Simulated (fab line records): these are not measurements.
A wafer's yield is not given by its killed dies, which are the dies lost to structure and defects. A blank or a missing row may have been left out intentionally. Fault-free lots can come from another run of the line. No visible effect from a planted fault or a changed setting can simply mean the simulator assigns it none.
Matching of chambers + flow sky130 + 4 sister chambers for SKY_VIA4_CMP_02 on cmp-01
The step polishes SiO2. 4 wafers are shown with their chamber, then 8 later ones without.

WAFERS PAIRED WITH THEIR CHAMBERS
| wafer  | chamber | motor_current_A (A) |
|--------|---------|---------------------|
| L773.4 | 1       | 11.0                |
| L777.4 | 2       | 13.1                |
| L777.5 | 0       | 10.4                |
| L782.2 | 3       | 12.1                |

WAFERS WHOSE CHAMBER IS MISSING
| wafer  | motor_current_A (A) |
|--------|---------------------|
| L782.4 | 11.7                |
| L782.6 | 10.1                |
| L785.2 | 11.1                |
| L785.4 | 11.2                |
| L785.6 | 10.7                |
| L788.1 | 11.2                |
| L788.4 | 11.4                |
| L788.5 | 13.2                |

THE CHAMBER EACH PASSED THROUGH
| wafer  | from the rows above     | in truth                   |
|--------|-------------------------|----------------------------|
| L782.4 | can't be placed: 3 or 1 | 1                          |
| L782.6 | 0                       | 0                          |
| L785.2 | 1                       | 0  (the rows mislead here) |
| L785.4 | 1                       | 1                          |
| L785.6 | can't be placed: 0 or 1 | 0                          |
| L788.1 | 1                       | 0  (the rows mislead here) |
| L788.4 | can't be placed: 1 or 3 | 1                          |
| L788.5 | 2                       | 2                          |
Correctly placed: 3 of 8. These rows do not allow placing 3 (true chamber among the candidates in 3). Number placed wrongly: 2.
How it was worked out, from the rows above alone: a wafer's distance from a chamber is the root of the sum, over the readings, of the square of ((its reading less the chamber's mean) divided by the reading's scatter). If the next closest chamber is less than 2 further off than the closest, the wafer can't be placed; otherwise it belongs to the closest. For every chamber, the mean is computed from those of its wafers that are shown. The scatter: root of mean squared gap, hidden wafer to nearest shown wafer, with one shown wafer a chamber.
